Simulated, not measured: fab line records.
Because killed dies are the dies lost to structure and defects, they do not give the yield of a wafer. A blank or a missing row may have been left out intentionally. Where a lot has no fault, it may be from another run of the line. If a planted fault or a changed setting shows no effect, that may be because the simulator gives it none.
fab line records + flow sky130
[record]
- lots = 12
- wafers = 36
- last-day = 50
route steps=708 shown SONOS_TUNNEL@162 POLY_GATE@227 PAD_OPEN@708
lots with no fault: from the same line, run without faults
start-h: hours from the record's opening day to when the first of the lot's shown wafers began + wait-h: time in hours since the lot's previous step + " identical to the entry in the row above + L1.1+2: one row covering several wafers at once + - no value, or no start given + * or withheld: withheld + < > ~ a bound
route shown NAME@n: a module of which the file shows steps, and the number in the route of the first + usual: the fault-free wafers' mean and standard deviation + same: alike in all rows + chamber/n: place in a boat + sites: each site's reading + _std_site: how widely they spread, as a standard deviation + _edge_site: inner sites' mean taken away from outer sites' mean + radius-mm: for every site, how far away it sits from the centre of the wafer + mask NAME#n: copy n + behind: tool/chamber where the wafer was last shaped + hold: the reason the lot was held/the length of the hold in hours/how it ended + device: whichever transistor did not switch (one of n, p or np) + end of line: the same wafers' tests at the end of the route + for a step that has no rows: nothing shown but its recipe + killed: at the first sort, the dies lost to defects and structure; wafer yield is something else + map: dies across one wafer; x = killed, . = not, _ = none there
set.NAME: the run value of the setting; set.NAME@STEP: its run value at that earlier step + model.NAME: the simulator's own value behind a step, which no gauge read
the route's steps for a sample of lots (tables are steps, rows are wafers)
services: from which hour (start-h, from the record's first day; less than 0 if before it) a tool's chamber was out of use, for how many hours, and why
[[steps]]
[step SKY_SONOS_TUNNEL_OVL_MEAS_08]
[usual]
- SONOS_TUNNEL_OVL = -1.0/1.2
| lot.wafer | tool       | chamber | start-h | wait-h | SONOS_TUNNEL_OVL[nm] |
|-----------|------------|---------|---------|--------|----------------------|
| L805.1    | overlay-01 | -       | 269.81  | 0.1    | -1.2                 |
| L805.4    | "          | -       | "       | "      | 1.0                  |
| L805.6    | "          | -       | "       | "      | -0.9                 |
| L806.1    | overlay-02 | -       | 282.20  | 0.1    | 0.1                  |
| L806.3    | "          | -       | "       | "      | -0.5                 |
| L806.5    | "          | -       | "       | "      | -1.7                 |
| L809.1    | overlay-01 | -       | 299.66  | 0.1    | -1.4                 |
| L809.3    | "          | -       | "       | "      | -2.2                 |
| L809.6    | "          | -       | "       | "      | -2.8                 |
| L810.1    | overlay-02 | -       | 311.66  | 0.1    | -0.5                 |
| L810.2    | "          | -       | "       | "      | -1.9                 |
| L810.3    | "          | -       | "       | "      | -0.9                 |
| L811.2    | overlay-02 | -       | 312.59  | 0.1    | -1.2                 |
| L811.5    | "          | -       | "       | "      | 0.9                  |
| L811.6    | "          | -       | "       | "      | -0.4                 |
| L812.1    | overlay-01 | -       | 323.76  | 0.1    | -2.0                 |
| L812.2    | "          | -       | "       | "      | -3.9                 |
| L812.3    | "          | -       | "       | "      | -3.2                 |
| L816.1    | overlay-02 | -       | 358.21  | 0.1    | 0.2                  |
| L816.2    | "          | -       | "       | "      | 0.3                  |
| L816.4    | "          | -       | "       | "      | -0.3                 |
| L817.1    | overlay-01 | -       | 368.74  | 0.1    | -2.9                 |
| L817.2    | "          | -       | "       | "      | -2.1                 |
| L817.3    | "          | -       | "       | "      | -2.0                 |
| L821.3    | overlay-01 | -       | 398.10  | 0.1    | -0.6                 |
| L821.5    | "          | -       | "       | "      | 0.3                  |
| L821.6    | "          | -       | "       | "      | -1.4                 |
| L822.3    | overlay-01 | -       | 407.32  | 0.1    | -1.9                 |
| L822.4    | "          | -       | "       | "      | -0.5                 |
| L822.5    | "          | -       | "       | "      | -1.7                 |
| L823.4    | overlay-02 | -       | 416.61  | 0.1    | -2.1                 |
| L823.5    | "          | -       | "       | "      | -2.0                 |
| L823.6    | "          | -       | "       | "      | -1.8                 |
| L825.1    | overlay-02 | -       | 422.90  | 0.1    | 0.9                  |
| L825.5    | "          | -       | "       | "      | 1.0                  |
| L825.6    | "          | -       | "       | "      | -0.2                 |
[step SKY_SONOS_TUNNEL_TW_MEAS_12]
[usual]
- SONOS_TUNNEL_TW = 197.5/1.5
| lot.wafer | tool          | chamber | start-h | wait-h | SONOS_TUNNEL_TW |
|-----------|---------------|---------|---------|--------|-----------------|
| L805.1    | film-metro-03 | -       | 270.26  | 0.0    | 198.6           |
| L805.4    | "             | -       | "       | "      | 198.2           |
| L805.6    | "             | -       | "       | "      | 198.3           |
| L806.1    | film-metro-03 | -       | 282.64  | 0.0    | 199.1           |
| L806.3    | "             | -       | "       | "      | 197.7           |
| L806.5    | "             | -       | "       | "      | 198.7           |
| L809.1    | film-metro-04 | -       | 300.13  | 0.0    | 196.2           |
| L809.3    | "             | -       | "       | "      | 194.7           |
| L809.6    | "             | -       | "       | "      | 194.7           |
| L810.1    | film-metro-04 | -       | 312.11  | 0.0    | 194.3           |
| L810.2    | "             | -       | "       | "      | 194.5           |
| L810.3    | "             | -       | "       | "      | 194.9           |
| L811.2    | film-metro-04 | -       | 313.07  | 0.0    | 194.8           |
| L811.5    | "             | -       | "       | "      | 194.5           |
| L811.6    | "             | -       | "       | "      | 194.3           |
| L812.1    | film-metro-04 | -       | 324.22  | 0.0    | 195.2           |
| L812.2    | "             | -       | "       | "      | 194.8           |
| L812.3    | "             | -       | "       | "      | 195.8           |
| L816.1    | film-metro-03 | -       | 358.66  | 0.0    | 197.5           |
| L816.2    | "             | -       | "       | "      | 197.8           |
| L816.4    | "             | -       | "       | "      | 196.6           |
| L817.1    | film-metro-02 | -       | 369.18  | 0.0    | 198.7           |
| L817.2    | "             | -       | "       | "      | 199.5           |
| L817.3    | "             | -       | "       | "      | 199.3           |
| L821.3    | film-metro-02 | -       | 398.55  | 0.0    | 200.2           |
| L821.5    | "             | -       | "       | "      | 199.0           |
| L821.6    | "             | -       | "       | "      | 199.2           |
| L822.3    | film-metro-03 | -       | 407.79  | 0.0    | 198.8           |
| L822.4    | "             | -       | "       | "      | 197.4           |
| L822.5    | "             | -       | "       | "      | 197.8           |
| L823.4    | film-metro-04 | -       | 417.09  | 0.0    | 195.6           |
| L823.5    | "             | -       | "       | "      | 195.1           |
| L823.6    | "             | -       | "       | "      | 194.7           |
| L825.1    | film-metro-02 | -       | 423.35  | 0.0    | 199.0           |
| L825.5    | "             | -       | "       | "      | 200.0           |
| L825.6    | "             | -       | "       | "      | 198.3           |
[step SKY_POLY_GATE_CD_MEAS_13]
[recipe]
- target-cd-nm = 150
[usual]
- cd-nm = 150.0/1.3
| lot.wafer | tool      | chamber | start-h | wait-h | cd-nm |
|-----------|-----------|---------|---------|--------|-------|
| L805.1    | cd-sem-01 | -       | 401.12  | -      | 151.0 |
| L805.4    | "         | -       | "       | "      | 150.5 |
| L805.6    | "         | -       | "       | "      | 150.5 |
| L806.1    | cd-sem-01 | -       | 415.84  | -      | 149.2 |
| L806.3    | "         | -       | "       | "      | 147.4 |
| L806.5    | "         | -       | "       | "      | 148.5 |
| L809.1    | cd-sem-01 | -       | 429.82  | -      | 147.5 |
| L809.3    | "         | -       | "       | "      | 149.8 |
| L809.6    | "         | -       | "       | "      | 150.1 |
| L810.1    | cd-sem-01 | -       | 440.62  | -      | 153.7 |
| L810.2    | "         | -       | "       | "      | 153.5 |
| L810.3    | "         | -       | "       | "      | 153.4 |
| L811.2    | cd-sem-02 | -       | 440.76  | -      | 149.9 |
| L811.5    | "         | -       | "       | "      | 148.9 |
| L811.6    | "         | -       | "       | "      | 148.7 |
| L812.1    | cd-sem-02 | -       | 452.87  | -      | 150.6 |
| L812.2    | "         | -       | "       | "      | 151.1 |
| L812.3    | "         | -       | "       | "      | 150.3 |
| L816.1    | cd-sem-02 | -       | 491.72  | -      | 148.7 |
| L816.2    | "         | -       | "       | "      | 149.8 |
| L816.4    | "         | -       | "       | "      | 148.5 |
| L817.1    | cd-sem-02 | -       | 502.16  | -      | 148.6 |
| L817.2    | "         | -       | "       | "      | 148.5 |
| L817.3    | "         | -       | "       | "      | 149.9 |
| L821.3    | cd-sem-02 | -       | 536.15  | -      | 147.4 |
| L821.5    | "         | -       | "       | "      | 149.3 |
| L821.6    | "         | -       | "       | "      | 148.2 |
| L822.3    | cd-sem-02 | -       | 541.93  | -      | 150.5 |
| L822.4    | "         | -       | "       | "      | 148.2 |
| L822.5    | "         | -       | "       | "      | 149.1 |
| L823.4    | cd-sem-02 | -       | 553.82  | -      | 150.4 |
| L823.5    | "         | -       | "       | "      | 150.4 |
| L823.6    | "         | -       | "       | "      | 149.8 |
| L825.1    | cd-sem-01 | -       | 562.94  | -      | 149.6 |
| L825.5    | "         | -       | "       | "      | 149.6 |
| L825.6    | "         | -       | "       | "      | 149.5 |
[step SKY_POLY_GATE_ETCH_17]
[recipe]
- target-depth-nm = 180
- stop-on = SiO2
- over-etch-frac = 0.56667
- chemistry = HBr/Cl2
- target = poly-Si
- icp-w = 400
- bias-w = 100
- pressure-mtorr = 10
- HBr_flow_sccm = 150
- Cl2_flow_sccm = 50
- time-s = 70.5
[usual]
- chamber-pressure-mTorr = 10.002/0.0088
- drypump-motor-current-A = 5.8/0.46
- mfc-cl2-sccm = 50.02/0.16
- oes-product-au = 0.990/0.0078
- run-length-s = 98.8/0.5
- throttle-valve-pct = 33.684/0.0088
| lot.wafer | tool      | chamber | start-h | wait-h | chamber-pressure-mTorr | drypump-motor-current-A | mfc-cl2-sccm | oes-product-au | rf-hours-counter-h | run-length-s | throttle-valve-pct |
|-----------|-----------|---------|---------|--------|------------------------|-------------------------|--------------|----------------|--------------------|--------------|--------------------|
| L805.1    | rie-si-02 | 2       | 401.45  | 0.0    | 10.012                 | 6.2                     | 50.02        | 0.990          | 51                 | 98.8         | 33.687             |
| L805.4    | "         | 3       | "       | "      | 10.001                 | 5.2                     | 50.24        | 1.002          | 1                  | 99.4         | 33.669             |
| L805.6    | "         | 0       | "       | "      | 10.019                 | 5.6                     | 49.79        | 0.996          | -                  | 97.8         | 33.688             |
| L806.1    | rie-si-02 | 2       | 416.18  | 0.0    | 10.009                 | 6.1                     | 50.30        | 0.998          | 51                 | 98.9         | 33.681             |
| L806.3    | "         | 0       | "       | "      | 9.993                  | 5.6                     | 49.95        | 1.003          | 3                  | 97.9         | 33.664             |
| L806.5    | "         | 1       | "       | "      | 9.996                  | 6.2                     | 50.07        | 0.981          | -                  | 98.9         | 33.681             |
| L809.1    | rie-si-01 | 2       | 430.15  | 0.0    | 10.001                 | 5.8                     | 50.30        | 0.989          | 3                  | 98.7         | 33.689             |
| L809.3    | "         | 0       | "       | "      | 10.000                 | 5.9                     | 49.87        | 0.996          | 0                  | 98.4         | 33.685             |
| L809.6    | "         | 3       | "       | "      | 9.995                  | 5.1                     | 50.16        | 0.982          | -                  | 98.8         | 33.690             |
| L810.1    | rie-si-01 | 1       | 440.95  | 0.0    | 10.014                 | 6.5                     | 49.98        | 0.984          | 3                  | 98.4         | 33.678             |
| L810.2    | "         | 0       | "       | "      | 9.992                  | 5.9                     | 49.81        | 0.991          | 0                  | 98.5         | 33.691             |
| L810.3    | "         | 2       | "       | "      | 10.004                 | 5.8                     | 49.94        | 0.995          | 3                  | 99.0         | 33.677             |
| L811.2    | rie-si-02 | 1       | 441.08  | 0.0    | 10.004                 | 6.3                     | 50.25        | 0.993          | 0                  | 98.9         | 33.690             |
| L811.5    | "         | 3       | "       | "      | 10.011                 | 5.1                     | 50.03        | 0.998          | -                  | 99.3         | 33.686             |
| L811.6    | "         | 0       | "       | "      | 9.997                  | 5.7                     | 49.82        | 1.001          | -                  | 98.3         | 33.691             |
| L812.1    | rie-si-01 | 0       | 453.21  | 0.0    | 9.997                  | 5.9                     | 50.05        | 0.988          | 1                  | 98.3         | 33.684             |
| L812.2    | "         | 1       | "       | "      | 10.000                 | 6.5                     | 50.00        | 0.979          | 3                  | 99.0         | 33.674             |
| L812.3    | "         | 2       | "       | "      | 10.002                 | 5.7                     | 50.33        | 0.991          | 4                  | 98.7         | 33.703             |
| L816.1    | rie-si-02 | 1       | 492.06  | 0.0    | 10.000                 | 6.2                     | 50.13        | 0.978          | 1                  | 99.2         | 33.686             |
| L816.2    | "         | 0       | "       | "      | 10.014                 | 5.7                     | 50.02        | 0.988          | 4                  | 97.9         | 33.682             |
| L816.4    | "         | 3       | "       | "      | 10.008                 | 5.1                     | 49.95        | 0.993          | 2                  | 99.4         | 33.691             |
| L817.1    | rie-si-01 | 0       | 502.50  | 0.0    | 10.004                 | 5.9                     | 50.19        | 0.996          | 1                  | 98.7         | 33.683             |
| L817.2    | "         | 2       | "       | "      | 9.982                  | 5.8                     | 50.13        | 0.990          | 4                  | 98.7         | 33.680             |
| L817.3    | "         | 1       | "       | "      | 9.997                  | 6.5                     | 49.98        | 0.987          | 3                  | 98.6         | 33.678             |
| L821.3    | rie-si-01 | 1       | 536.45  | 0.0    | 10.003                 | 6.5                     | 50.11        | 0.999          | 3                  | 98.4         | 33.678             |
| L821.5    | "         | 2       | "       | "      | 9.991                  | 5.8                     | 50.14        | 0.992          | -                  | 98.9         | 33.669             |
| L821.6    | "         | 3       | "       | "      | 10.009                 | 5.1                     | 50.04        | 0.994          | -                  | 98.6         | 33.705             |
| L822.3    | rie-si-02 | 3       | 542.23  | 0.0    | 10.010                 | 5.2                     | 49.84        | 0.985          | 2                  | 99.7         | 33.681             |
| L822.4    | "         | 0       | "       | "      | 10.009                 | 5.6                     | 50.19        | 0.995          | 4                  | 97.9         | 33.695             |
| L822.5    | "         | 3       | "       | "      | 9.998                  | 5.2                     | 49.82        | 0.995          | -                  | 99.9         | 33.681             |
| L823.4    | rie-si-01 | 1       | 554.10  | 0.0    | 10.009                 | 6.5                     | 49.84        | 0.991          | 3                  | 98.6         | 33.692             |
| L823.5    | "         | 0       | "       | "      | 10.000                 | 5.9                     | 50.22        | 0.991          | -                  | 98.2         | 33.698             |
| L823.6    | "         | 3       | "       | "      | 10.010                 | 5.1                     | 49.80        | 0.829          | -                  | 120.0        | 33.691             |
| L825.1    | rie-si-01 | 3       | 563.28  | 0.0    | 9.996                  | 5.1                     | 49.90        | 0.996          | 5                  | 98.5         | 33.667             |
| L825.5    | "         | 2       | "       | "      | 10.011                 | 5.8                     | 49.87        | 0.998          | -                  | 98.7         | 33.697             |
| L825.6    | "         | 3       | "       | "      | 10.003                 | 5.1                     | 50.07        | 0.832          | -                  | 119.8        | 33.679             |
[step SKY_POLY_GATE_STRIP_18]
[recipe]
- chemistry = O2/N2
- power-w = 1400
- pressure-mtorr = 1500
- platen-temp-c = withheld
- o2-flow-sccm = 3000
- n2-flow-sccm = 300
- overash-fraction = 0.5
[usual]
- chamber-pressure-mTorr = 1500.0/1.4
- drypump-motor-current-A = 5.9/0.44
- oes-product-au = 0.359/0.0047
- strip-time-to-endpoint-s = 3.14/0.044
| lot.wafer | tool            | chamber | start-h | wait-h | chamber-pressure-mTorr | drypump-motor-current-A | oes-product-au | rf-hours-counter-h | strip-time-to-endpoint-s |
|-----------|-----------------|---------|---------|--------|------------------------|-------------------------|----------------|--------------------|--------------------------|
| L805.1    | plasma-asher-04 | 1       | 401.51  | 0.0    | 1501.2                 | 6.1                     | 0.359          | 69                 | 3.13                     |
| L805.4    | "               | 0       | "       | "      | 1502.6                 | 6.4                     | 0.358          | -                  | 3.16                     |
| L805.6    | "               | 1       | "       | "      | 1500.5                 | 6.1                     | 0.352          | -                  | 3.12                     |
| L806.1    | plasma-asher-02 | 1       | 416.23  | 0.0    | 1500.7                 | 5.2                     | 0.360          | 60                 | 3.04                     |
| L806.3    | "               | 0       | "       | "      | 1502.3                 | 5.5                     | 0.361          | -                  | 3.08                     |
| L806.5    | "               | 1       | "       | "      | 1498.0                 | 5.2                     | 0.359          | -                  | 3.20                     |
| L809.1    | plasma-asher-04 | 0       | 430.21  | 0.0    | 1499.0                 | 6.4                     | 0.365          | 72                 | 3.16                     |
| L809.3    | "               | 0       | "       | "      | 1499.7                 | 6.4                     | 0.358          | -                  | 3.14                     |
| L809.6    | "               | 0       | "       | "      | 1499.9                 | 6.4                     | 0.361          | -                  | 3.15                     |
| L810.1    | plasma-asher-02 | 0       | 441.01  | 0.0    | 1498.2                 | 5.5                     | 0.365          | 63                 | 3.15                     |
| L810.2    | "               | 1       | "       | "      | 1499.4                 | 5.2                     | 0.357          | 63                 | 3.16                     |
| L810.3    | "               | 1       | "       | "      | 1500.7                 | 5.2                     | 0.348          | -                  | 3.12                     |
| L811.2    | plasma-asher-04 | 0       | 441.13  | 0.0    | 1500.7                 | 6.4                     | 0.351          | 73                 | 3.10                     |
| L811.5    | "               | 1       | "       | "      | 1499.7                 | 6.1                     | 0.356          | -                  | 3.16                     |
| L811.6    | "               | 0       | "       | "      | 1500.1                 | 6.4                     | 0.360          | -                  | 3.09                     |
| L812.1    | plasma-asher-03 | 0       | 453.27  | 0.0    | 1498.8                 | 5.4                     | 0.362          | 2                  | 3.16                     |
| L812.2    | "               | 1       | "       | "      | 1501.2                 | 6.1                     | 0.359          | 2                  | 3.09                     |
| L812.3    | "               | 0       | "       | "      | 1500.3                 | 5.4                     | 0.359          | -                  | 3.13                     |
| L816.1    | plasma-asher-04 | 0       | 492.12  | 0.0    | 1498.9                 | 6.4                     | 0.363          | 78                 | 3.19                     |
| L816.2    | "               | 1       | "       | "      | 1500.4                 | 6.1                     | 0.363          | 78                 | 3.15                     |
| L816.4    | "               | 1       | "       | "      | 1497.7                 | 6.1                     | 0.357          | -                  | 3.15                     |
| L817.1    | plasma-asher-04 | 1       | 502.56  | 0.0    | 1499.5                 | 6.1                     | 0.356          | 79                 | 3.10                     |
| L817.2    | "               | 0       | "       | "      | 1499.3                 | 6.4                     | 0.367          | 79                 | 3.18                     |
| L817.3    | "               | 1       | "       | "      | 1502.9                 | 6.1                     | 0.356          | -                  | 3.09                     |
| L821.3    | plasma-asher-03 | 1       | 536.54  | 0.1    | 1499.3                 | 6.1                     | 0.364          | -                  | 3.10                     |
| L821.5    | "               | 1       | "       | "      | 1502.3                 | 6.1                     | 0.358          | -                  | 3.11                     |
| L821.6    | "               | 0       | "       | "      | 1500.1                 | 5.4                     | 0.352          | -                  | 3.10                     |
| L822.3    | plasma-asher-04 | 1       | 542.32  | 0.1    | 1501.0                 | 6.1                     | 0.370          | -                  | 3.15                     |
| L822.4    | "               | 0       | "       | "      | 1500.4                 | 6.4                     | 0.361          | -                  | 3.08                     |
| L822.5    | "               | 0       | "       | "      | 1500.3                 | 6.4                     | 0.355          | -                  | 3.15                     |
| L823.4    | plasma-asher-04 | 1       | 554.19  | 0.1    | 1502.5                 | 6.1                     | 0.362          | -                  | 3.20                     |
| L823.5    | "               | 0       | "       | "      | 1498.1                 | 6.4                     | 0.363          | -                  | 3.20                     |
| L823.6    | "               | 1       | "       | "      | 1499.8                 | 6.1                     | 0.350          | -                  | 2.81                     |
| L825.1    | plasma-asher-04 | 1       | 563.33  | 0.0    | 1501.7                 | 6.1                     | 0.362          | 85                 | 3.16                     |
| L825.5    | "               | 1       | "       | "      | 1498.2                 | 6.1                     | 0.356          | -                  | 3.15                     |
| L825.6    | "               | 0       | "       | "      | 1498.1                 | 6.4                     | 0.350          | -                  | 2.90                     |
[step SKY_PAD_OPEN_PROBE_99]
[usual]
- killed_at_M0_to_M3 = 44/7.2
- killed_at_M4_up = 2.9/1.8
- killed-at-contacts = 24/5.2
- killed-at-front-end = 15/4
- killed-at-other = 0.2/0.49
- killed-dies = 85/9.1
- killed-open = 47/6.8
- killed-short = 38/5.7
[same]
- gross-dies = 492
- killed-at-back-side = 0
| lot.wafer | tool      | chamber | start-h | wait-h | killed_at_M0_to_M3 | killed_at_M4_up | killed-at-contacts | killed-at-front-end | killed-at-other | killed-dies | killed-open | killed-short |
|-----------|-----------|---------|---------|--------|--------------------|-----------------|--------------------|---------------------|-----------------|-------------|-------------|--------------|
| L822.3    | prober-02 | -       | 1198.81 | 0.2    | 50                 | 5               | 28                 | 24                  | 0               | 107         | 63          | 44           |
| L822.4    | prober-02 | -       | 1198.86 | 0.2    | 39                 | 0               | 25                 | 17                  | 0               | 81          | 38          | 43           |
| L822.5    | prober-02 | -       | 1198.91 | 0.2    | 39                 | 3               | 29                 | 15                  | 0               | 86          | 47          | 39           |
// killed by level:class
L822.3 VIA1:geometric-particle:open=11 LI_CONTACT:geometric-particle:open=10 VIA3:geometric-particle:open=10 FIELD_ISO:geometric-particle:open=9 FIELD_ISO:geometric-particle:short=8 METAL1:geometric-particle:short=7 CONTACT:geometric-particle:open=6 VIA2:geometric-particle:open=4
L822.4 FIELD_ISO:geometric-particle:short=11 METAL2:geometric-particle:short=9 LI_CONTACT:geometric-particle:open=8 CONTACT:geometric-particle:short=8 VIA3:geometric-particle:open=7 VIA1:geometric-particle:open=6 VIA2:geometric-particle:open=6 VIA1:geometric-particle:short=5
L822.5 CONTACT:geometric-particle:open=11 VIA1:geometric-particle:open=8 VIA2:geometric-particle:open=7 FIELD_ISO:geometric-particle:short=6 LI_CONTACT:geometric-particle:open=6 VIA3:geometric-particle:open=6 CONTACT:geometric-particle:short=5 POLY_GATE:geometric-particle:open=4
[[services]]
| tool            | chamber | start-h | hours | kind           |
|-----------------|---------|---------|-------|----------------|
| rie-si-01       | 1       | 395.49  | 2.6   | repair         |
| plasma-asher-03 | -       | 421.25  | 9.0   | pm             |
| plasma-asher-03 | 0       | 421.25  | 9.0   | vent-cycle     |
| plasma-asher-03 | 1       | 421.25  | 9.0   | vent-cycle     |
| plasma-asher-03 | 0       | 430.25  | -     | clean          |
| plasma-asher-03 | 1       | 430.25  | -     | clean          |
| plasma-asher-04 | -       | 430.52  | 0.3   | repair         |
| rie-si-02       | 0       | 430.85  | 3.9   | repair         |
| rie-si-01       | -       | 479.44  | 1.6   | repair         |
| rie-si-01       | -       | 481.81  | 2.8   | pm             |
| rie-si-01       | -       | 496.98  | 0.4   | repair         |
| rie-si-02       | -       | 502.77  | 0.6   | repair         |
| plasma-asher-03 | -       | 508.31  | 19.8  | pm             |
| rie-si-02       | 2       | 514.52  | -     | clean          |
| rie-si-02       | 2       | 514.52  | 27.6  | scheduled-down |
| rie-si-02       | 2       | 514.52  | 27.6  | vent-cycle     |
| plasma-asher-02 | -       | 520.30  | 1.8   | repair         |
| rie-si-02       | 1       | 544.43  | 2.7   | repair         |
[[key]]
[first-sign]
- step = SKY_POLY_GATE_ETCH_17
- reading = run-length-s
- direction = up
- sigmas = 42
- usual = *
- struck = *
[effect]
- step = SKY_POLY_GATE_ETCH_17
- reading = oes-product-au
- direction = down
- sigmas = 20
- usual = 0.990
- struck = 0.830
[effect]
- step = SKY_POLY_GATE_STRIP_18
- reading = strip-time-to-endpoint-s
- direction = down
- sigmas = 6.4
- usual = *
- struck = *
met-at SKY_POLY_GATE_ETCH_17
struck-lots L823,L825
struck-wafers L823.6,L825.6
tester-left-out L823,L825
not-acting-at SKY_SONOS_TUNNEL_OVL_MEAS_08,SKY_SONOS_TUNNEL_TW_MEAS_12,SKY_POLY_GATE_CD_MEAS_13
onset-between 536.45 554.10
[fault]
- kind = process-parameter-drift
- tool = rie-si-01
- chamber = -
- onset-h = 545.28
- steps = SKY_POLY_GATE_ETCH_17
- channel = time-s
- offset = *
- shape = step
- end-h = 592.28
- scope = struck-wafers-only
- acts-in = *
- stated = *
// tester-left-out: of these lots the tester's yield and bins aren't shown, on N5 and GAA mostly nor the transistor test; their killed dies are dies lost to structure and defects alone, not to doping, threshold or leakage, so they don't give the yield
